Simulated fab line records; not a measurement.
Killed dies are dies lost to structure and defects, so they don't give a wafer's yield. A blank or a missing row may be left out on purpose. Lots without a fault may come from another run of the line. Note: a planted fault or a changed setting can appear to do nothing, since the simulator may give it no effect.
Problem report in the 8D (eight disciplines) form, filled by code / flow sky130 / the parts of the form that need people (team, actions taken, sign-off) are left out

1. THE PROBLEM
Wafers without a fault read 150.0 W, standard deviation 0.43; bias_w at SKY_FIELD_ISO_ETCH_17 reads a mean of 168.2 W on 6 wafers belonging to 2 lots. Relative to the usual mean, that is a shift of +42 standard deviations.
The step: etches Si in HBr/Cl2/O2, target depth 342 nm, time 97.7 s.
First seen on wafer L231.3, day 6 02:13, on rie_si-02. The record holds 18 wafers of 6 lots with a number at this step. Rule for "out" (also "out of limits"): further than 4 standard deviations from the usual mean. The rest of the wafers with a number are treated as sound.

2. WHAT IT IS; WHAT IT IS NOT
question=which readings at this step | is=bias_w | is not=drypump_motor_current_A
question=which lots | is=L231, L232 | is not=L220, L221, L235, L239
question=which wafers of those lots | is=all that have a number | is not=-
question=read on which tools | is=rie_si-02 | is not=rie_si-01
question=when | is=from day 6 02:13 | is not=up to then (6 sound wafers); but 6 sound wafers of L235, L239 came after

3. WHAT RULES OUT EACH SUSPECT
Counting: any tool at a process step up to the reading is kept as a suspect provided that every lot that is out went through it and no sound lot did after the first of them.
- rie_si-02 at SKY_FIELD_ISO_ETCH_17 (etches Si in HBr/Cl2/O2, target depth 342 nm, time 97.7 s): kept. Every lot that is out went through it, starting with L231 (day 6 02:13), and after that it ran no sound lot; the last sound lot it ran before then is L220 (day 2 11:20). Its own readings are out on those wafers: bias_w.
After counting, what remains is rie_si-02 at SKY_FIELD_ISO_ETCH_17.

4. THE CAUSE (what the simulator had put in)
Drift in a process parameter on rie_si-02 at SKY_FIELD_ISO_ETCH_17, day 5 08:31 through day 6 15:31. From 150, the setting bias_w moved by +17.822. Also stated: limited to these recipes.
This tool alone remained once counting was done.

5. SEQUENCE OF EFFECTS, ordered by route
One row per reading whose mean, taken over the struck wafers that have a number, lies over 3 standard deviations from the usual. Readings are gone through only where the record gives a usual standard deviation; hours: the median, over the lots, of the time from a lot's start at the first step in this table giving one to that lot's start at this step; sigmas: the change measured in usual standard deviations.
hours=0; step=SKY_FIELD_ISO_ETCH_17; reading=bias_w; usual=150.0 W; on struck wafers=168.2; change=+18.2; sigmas=+42
Here are the process steps it includes:
- SKY_FIELD_ISO_ETCH_17: etches Si in HBr/Cl2/O2, target depth 342 nm, time 97.7 s.

6. WHAT WOULD HAVE CAUGHT IT SOONER
18 hours passed between the start of the fault at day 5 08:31 and the first reading out of limits in this record, taken at day 6 02:13.
